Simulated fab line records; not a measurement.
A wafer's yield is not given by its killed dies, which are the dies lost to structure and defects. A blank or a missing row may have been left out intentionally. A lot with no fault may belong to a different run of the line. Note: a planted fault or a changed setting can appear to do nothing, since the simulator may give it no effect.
Struck lot and sound lot, side by side | flow sky130 | 43 out of 708 route steps
Sound: these wafers, L509.1, L509.4, L509.6. Wafers struck: L522.3, L522.4, L522.6. The cause is given at the end.
Order at every step that has rows: each side's tool, ch and its chambers, its first start. Under that, the readings that differ: sound wafers | struck wafers | difference of the means | sigmas: that difference in standard deviations of wafers without a fault.
alike: words and numbers the same on both sides, and readings whose means are apart by under 2 such deviations; not compared: readings that were withheld, readings missing a value for some wafer, numbers with overlapping values and no deviation given by the record, and bounds like >300 which may hide the same value.
A row with sigmas, a row that says differs or no value, or rows on one side alone: a step with any of these is where the two part. Non-overlapping numbers with no deviation appear without sigmas and do not part them. A reading that every wafer of one side lacks parts them only if that side has two wafers or more.

first, 5 steps without rows for these wafers: SKY_LOCAL_INTERCONNECT_COAT_06 (resist thk 450 nm); SKY_LOCAL_INTERCONNECT_SOFTBAKE_07 (time 90 s); SKY_LOCAL_INTERCONNECT_EXPOSE_08 (exposes mask LI1M, target cd 170 nm); SKY_LOCAL_INTERCONNECT_PEB_09; SKY_LOCAL_INTERCONNECT_DEVELOP_10 (develop time 60 s).
SKY_LOCAL_INTERCONNECT_CD_MEAS_11: target cd 170 nm.
  struck on cd sem-01, day 34 20:04; sound on cd sem-01, day 30 04:55
  alike: cd nm
SKY_LOCAL_INTERCONNECT_OVL_MEAS_12:
  struck on overlay-01, day 34 20:09; sound on overlay-01, day 30 05:02
  alike: LOCAL_INTERCONNECT_OVL
then, 2 steps without rows for these wafers: SKY_LOCAL_INTERCONNECT_ETCH_13 (etches BARC in N2/H2, stops on SiO2, time 45.9 s, target depth 60 nm); SKY_LOCAL_INTERCONNECT_METAL_ETCH_14 (etches TiN in Cl2/BCl3, stops on PSG, target depth 110 nm, time 31.4 s).
SKY_LOCAL_INTERCONNECT_STRIP_15: strips in O2/N2.
  sound on plasma asher-02 ch 0,1, day 30 05:11; struck on plasma asher-04 ch 0,1, day 34 20:20
  alike: drypump motor current A, o2 flow sccm, oes product au, strip time to endpoint s
  not compared: rf hours counter h
then, 2 steps without rows for these wafers: SKY_LOCAL_INTERCONNECT_STRIP_16 (strips in post etch residue remover, time 1200 s); SKY_LOCAL_INTERCONNECT_CLEAN_17 (cleans in IPA, time 180 s).
SKY_LOCAL_INTERCONNECT_CLEAN_18: cleans in O3/DIW.
  sound on wet bench-02 ch 3, day 30 05:43; struck on wet bench-02 ch 1, day 34 20:48
SKY_CONTACT_CVD_00: deposits Si3N4, target thk 75 nm.
  sound on pecvd-04 ch 1,2, day 30 05:49; struck on pecvd-04 ch 0,2, day 34 20:53
  alike: heater power outer w, heater power w
SKY_CONTACT_THK_MEAS_01:
  struck on film metro-04, day 34 20:56; sound on film metro-04, day 30 05:51
  alike: CONTACT_CVD_00_THK
then, 1 step without rows for these wafers: SKY_CONTACT_HDPCVD_02 (deposits SiO2, target thk 565 nm, time 94.2 s).
SKY_CONTACT_THK_MEAS_03:
  struck on film metro-03, day 34 21:04; sound on film metro-03, day 30 05:59
  alike: CONTACT_HDPCVD_THK
then, 1 step without rows for these wafers: SKY_CONTACT_CMP_04 (polishes SiO2).
SKY_CONTACT_BOW_MEAS_05:
  struck on film metro-02, day 34 21:27; sound on film metro-04, day 30 06:20
  alike: CONTACT_BOW
then, 8 steps without rows for these wafers: SKY_CONTACT_DEHYDRATE_06 (time 60 s); SKY_CONTACT_HMDS_07 (prime time 60 s); SKY_CONTACT_COAT_08 (resist thk 60 nm); SKY_CONTACT_COAT_09 (resist thk 450 nm); SKY_CONTACT_SOFTBAKE_10 (time 90 s); SKY_CONTACT_EXPOSE_11 (exposes mask CTM1, target cd 170 nm); SKY_CONTACT_PEB_12; SKY_CONTACT_DEVELOP_13 (develop time 60 s).
SKY_CONTACT_CD_MEAS_14: target cd 170 nm.
  struck on cd sem-02, day 35 23:50; sound on cd sem-02, day 31 09:44
  reading    | sound             | struck            | difference | sigmas
  cd nm (nm) | 172.1 171.9 171.3 | 168.1 167.7 169.1 | -3.5       | -2
SKY_CONTACT_OVL_MEAS_15:
  struck on overlay-01, day 35 23:56; sound on overlay-01, day 31 09:52
  alike: CONTACT_OVL
then, 2 steps without rows for these wafers: SKY_CONTACT_ETCH_16 (etches BARC in N2/H2, stops on SiO2, time 45.9 s, target depth 60 nm); SKY_CONTACT_ETCH_17 (etches SiO2 in C4F8/O2/Ar, stops on Si3N4, target depth 340 nm).
SKY_CONTACT_ETCH_18: etches Si3N4 in CHF3/O2, stops on TiN, time 39 s, target depth 75 nm.
  sound: rie diel-01 ch 2,3; struck: rie diel-03 ch 0,2,3
  alike: drypump motor current A, oes product au, throttle valve pct
  not compared: rf hours counter h
then, 6 steps without rows for these wafers: SKY_CONTACT_STRIP_19 (strips in O2/N2); SKY_CONTACT_STRIP_20 (strips in post etch residue remover, time 1200 s); SKY_CONTACT_CLEAN_21 (cleans in IPA, time 180 s); SKY_CONTACT_CLEAN_22 (cleans in O3/DIW); SKY_CONTACT_SPUTTER_23 (material TiN, target thk 20 nm, time 80 s); SKY_CONTACT_CVD_24 (deposits W, target thk 340 nm, time 102.12 s).
SKY_CONTACT_RS_MEAS_25: the measuring method here is four-point-probe.
  struck on film metro-03, day 36 00:54; sound on film metro-03, day 31 10:47
  alike: CONTACT_W_RS
SKY_CONTACT_THK_MEAS_26: measures by xrf.
  struck on film metro-03, day 36 01:00; sound on film metro-03, day 31 10:55
  alike: CONTACT_W_THK
SKY_CONTACT_CMP_27: polishes, stops on SiO2, t overpolish 15 s, target thk 0 nm.
  sound on cmp-01 ch 0,1, day 31 10:58; struck on cmp-02 ch 0,2,3, day 36 01:08
  reading              | sound                | struck               | difference | sigmas
  overpolish run s (s) | 15.006 15.019 15.008 | 14.988 14.999 14.987 | -0.020     | -2
  alike: motor current A, time to endpoint s
SKY_METAL1_SPUTTER_00: material Ti, target thk 15 nm, time 10 s.
  struck on pvd sputter-03, day 36 01:20; sound on pvd sputter-01, day 31 11:16
  alike: chamber pressure pa, throttle valve pct
-- the record jumps here: 13 days lie between the struck wafers' starts before and after (it left off in module METAL1 and takes up again in module PAD_OPEN, whose first step shown is number 708 of the route) --
SKY_PAD_OPEN_PROBE_99:
  the record has rows for the struck wafers here (prober-02, day 49 01:50) and none for the sound ones

WHERE THEY PART
Last at SKY_PAD_OPEN_PROBE_99 as far as this record goes, first at SKY_CONTACT_CD_MEAS_14.

WHY: the cause the simulator had injected
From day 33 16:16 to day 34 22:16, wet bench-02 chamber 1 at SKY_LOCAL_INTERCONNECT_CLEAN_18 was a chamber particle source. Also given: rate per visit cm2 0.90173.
